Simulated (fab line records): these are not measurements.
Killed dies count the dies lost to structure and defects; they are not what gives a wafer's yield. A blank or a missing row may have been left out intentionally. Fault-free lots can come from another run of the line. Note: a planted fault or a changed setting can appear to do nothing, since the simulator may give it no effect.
Tool commonality check / flow sky130 / Sample size 14 lots and 42 wafers

== REASON IT WAS OPENED ==
At SKY_NWELL_TW_MEAS_26 the reading NWELL_2_TW is flagged on 2 of 14 lots. Wafers without a fault read 499, standard deviation 3.5.
Rule: a lot gets a flag if all its wafers with a number sit over 4 standard deviations from that mean, or if no wafer of it has a number. The rest of the lots are taken to be sound.

lot=L734; measured=day 5 10:31; on=film metro-03; NWELL_2_TW, wafer by wafer=496 496 496; flag=
lot=L735; measured=day 5 14:38; on=film metro-02; NWELL_2_TW, wafer by wafer=503 500 500; flag=
lot=L736; measured=day 5 20:05; on=film metro-02; NWELL_2_TW, wafer by wafer=495 500 500; flag=
lot=L737; measured=day 6 03:20; on=film metro-02; NWELL_2_TW, wafer by wafer=499 497 495; flag=
lot=L742; measured=day 7 05:08; on=film metro-03; NWELL_2_TW, wafer by wafer=497 498 499; flag=
lot=L745; measured=day 8 04:53; on=film metro-02; NWELL_2_TW, wafer by wafer=30 30 30; flag=FLAGGED
lot=L746; measured=day 8 08:22; on=film metro-01; NWELL_2_TW, wafer by wafer=30 30 30; flag=FLAGGED
lot=L749; measured=day 9 06:43; on=film metro-01; NWELL_2_TW, wafer by wafer=502 501 501; flag=
lot=L750; measured=day 9 11:35; on=film metro-02; NWELL_2_TW, wafer by wafer=497 496 496; flag=
lot=L752; measured=day 9 23:43; on=film metro-01; NWELL_2_TW, wafer by wafer=496 500 499; flag=
lot=L753; measured=day 10 11:01; on=film metro-03; NWELL_2_TW, wafer by wafer=509 508 508; flag=
lot=L754; measured=day 10 15:38; on=film metro-03; NWELL_2_TW, wafer by wafer=508 510 510; flag=
lot=L755; measured=day 10 17:18; on=film metro-01; NWELL_2_TW, wafer by wafer=501 498 499; flag=
lot=L756; measured=day 11 04:07; on=film metro-02; NWELL_2_TW, wafer by wafer=495 496 496; flag=
On average the flagged lots read 30, which is -469 against the usual, or -99 or more standard deviations.

== WHICH TOOL RAN EACH LOT ==
3 process steps preceding the reading are held in the record, out of 708 steps in the route. Every cell lists first the tool, next ch and the chambers used by the sampled wafers, and last the start.
lot=L734; flag=; SKY_DNWELL_STRIP_08=plasma asher-04 ch 0,1, day 3 07:17; SKY_NWELL_STRIP_14=plasma asher-01 ch 0,1, day 4 17:01; SKY_NWELL_STRIP_25=plasma asher-03 ch 0,1, day 5 10:25
lot=L735; flag=; SKY_DNWELL_STRIP_08=plasma asher-04 ch 0,1, day 3 11:45; SKY_NWELL_STRIP_14=plasma asher-01 ch 0,1, day 4 21:26; SKY_NWELL_STRIP_25=plasma asher-03 ch 0,1, day 5 14:32
lot=L736; flag=; SKY_DNWELL_STRIP_08=plasma asher-04 ch 0,1, day 3 16:56; SKY_NWELL_STRIP_14=plasma asher-03 ch 1, day 5 02:22; SKY_NWELL_STRIP_25=plasma asher-03 ch 0,1, day 5 19:59
lot=L737; flag=; SKY_DNWELL_STRIP_08=plasma asher-04 ch 0,1, day 3 22:40; SKY_NWELL_STRIP_14=plasma asher-02 ch 0,1, day 5 09:17; SKY_NWELL_STRIP_25=plasma asher-03 ch 0,1, day 6 03:14
lot=L742; flag=; SKY_DNWELL_STRIP_08=plasma asher-04 ch 0,1, day 5 00:35; SKY_NWELL_STRIP_14=plasma asher-03 ch 0,1, day 6 11:23; SKY_NWELL_STRIP_25=plasma asher-02 ch 0,1, day 7 05:02
lot=L745; flag=FLAGGED; SKY_DNWELL_STRIP_08=plasma asher-04 ch 0,1, day 5 19:22; SKY_NWELL_STRIP_14=plasma asher-03 ch 0,1, day 7 08:17; SKY_NWELL_STRIP_25=plasma asher-01 ch 0,1, day 8 04:47
lot=L746; flag=FLAGGED; SKY_DNWELL_STRIP_08=plasma asher-02 ch 0,1, day 5 22:25; SKY_NWELL_STRIP_14=plasma asher-03 ch 0,1, day 7 11:59; SKY_NWELL_STRIP_25=plasma asher-02 ch 0,1, day 8 08:16
lot=L749; flag=; SKY_DNWELL_STRIP_08=plasma asher-04 ch 0,1, day 6 17:11; SKY_NWELL_STRIP_14=plasma asher-03 ch 0,1, day 8 09:35; SKY_NWELL_STRIP_25=plasma asher-01 ch 0,1, day 9 06:37
lot=L750; flag=; SKY_DNWELL_STRIP_08=plasma asher-04 ch 0,1, day 6 21:48; SKY_NWELL_STRIP_14=plasma asher-02 ch 0,1, day 8 13:41; SKY_NWELL_STRIP_25=plasma asher-01 ch 0,1, day 9 11:29
lot=L752; flag=; SKY_DNWELL_STRIP_08=plasma asher-02 ch 0,1, day 7 07:35; SKY_NWELL_STRIP_14=plasma asher-02 ch 0, day 9 00:59; SKY_NWELL_STRIP_25=plasma asher-01 ch 0,1, day 9 23:37
lot=L753; flag=; SKY_DNWELL_STRIP_08=plasma asher-01 ch 0,1, day 7 17:49; SKY_NWELL_STRIP_14=plasma asher-03 ch 0,1, day 9 12:26; SKY_NWELL_STRIP_25=plasma asher-02 ch 0,1, day 10 10:55
lot=L754; flag=; SKY_DNWELL_STRIP_08=plasma asher-04 ch 0,1, day 7 19:56; SKY_NWELL_STRIP_14=plasma asher-02 ch 0,1, day 9 16:47; SKY_NWELL_STRIP_25=plasma asher-03 ch 0,1, day 10 15:32
lot=L755; flag=; SKY_DNWELL_STRIP_08=plasma asher-04 ch 0,1, day 7 23:44; SKY_NWELL_STRIP_14=plasma asher-01 ch 0,1, day 9 19:16; SKY_NWELL_STRIP_25=plasma asher-03 ch 0,1, day 10 17:13
lot=L756; flag=; SKY_DNWELL_STRIP_08=plasma asher-04 ch 1, day 8 08:28; SKY_NWELL_STRIP_14=plasma asher-03 ch 0,1, day 10 04:20; SKY_NWELL_STRIP_25=plasma asher-01 ch 0,1, day 11 04:01
What these steps do:
- SKY_DNWELL_STRIP_08: strips in O2/N2.
- SKY_NWELL_STRIP_14: strips in O2/N2.
- SKY_NWELL_STRIP_25: strips in O2/N2.
- SKY_NWELL_TW_MEAS_26

== FLAGGED AGAINST TOTAL, ONE TOOL AT A TIME (gauges that did the reading follow at the end) ==
step=SKY_DNWELL_STRIP_08; tool=plasma asher-01; lots run=1; flagged=0; share of the flagged lots=none; sound lots run after its first flagged lot=-
step=SKY_DNWELL_STRIP_08; tool=plasma asher-02; lots run=2; flagged=1; share of the flagged lots=some; sound lots run after its first flagged lot=1 (L752)
step=SKY_DNWELL_STRIP_08; tool=plasma asher-04; lots run=11; flagged=1; share of the flagged lots=some; sound lots run after its first flagged lot=5 (L749,L750,L754,L755,L756)
step=SKY_NWELL_STRIP_14; tool=plasma asher-01; lots run=3; flagged=0; share of the flagged lots=none; sound lots run after its first flagged lot=-
step=SKY_NWELL_STRIP_14; tool=plasma asher-02; lots run=4; flagged=0; share of the flagged lots=none; sound lots run after its first flagged lot=-
step=SKY_NWELL_STRIP_14; tool=plasma asher-03; lots run=7; flagged=2; share of the flagged lots=all; sound lots run after its first flagged lot=3 (L749,L753,L756)
step=SKY_NWELL_STRIP_25; tool=plasma asher-01; lots run=5; flagged=1; share of the flagged lots=some; sound lots run after its first flagged lot=4 (L749,L750,L752,L756)
step=SKY_NWELL_STRIP_25; tool=plasma asher-02; lots run=3; flagged=1; share of the flagged lots=some; sound lots run after its first flagged lot=1 (L753)
step=SKY_NWELL_STRIP_25; tool=plasma asher-03; lots run=6; flagged=0; share of the flagged lots=none; sound lots run after its first flagged lot=-
step=SKY_NWELL_TW_MEAS_26; tool=film metro-01; lots run=4; flagged=1; share of the flagged lots=some; sound lots run after its first flagged lot=3 (L749,L752,L755)
step=SKY_NWELL_TW_MEAS_26; tool=film metro-02; lots run=6; flagged=1; share of the flagged lots=some; sound lots run after its first flagged lot=2 (L750,L756)
step=SKY_NWELL_TW_MEAS_26; tool=film metro-03; lots run=4; flagged=0; share of the flagged lots=none; sound lots run after its first flagged lot=-

== WHAT THE TABLE ALLOWS ==
1 row of the table ran every flagged lot: plasma asher-03 at SKY_NWELL_STRIP_14.
- plasma asher-03 at SKY_NWELL_STRIP_14: 2 of its 7 lots flagged. Sound lots ran on it after the first flagged one (L749, L753, L756), which a lasting fault on the whole tool wouldn't allow. On the flagged lots its readings are blank where sound lots have values: chamber pressure mTorr, drypump motor current A, oes product au, strip time to endpoint s.
Not one row of the table ran every flagged lot while running no sound lot after the first.

== WHAT WAS PUT IN BY THE SIMULATOR ==
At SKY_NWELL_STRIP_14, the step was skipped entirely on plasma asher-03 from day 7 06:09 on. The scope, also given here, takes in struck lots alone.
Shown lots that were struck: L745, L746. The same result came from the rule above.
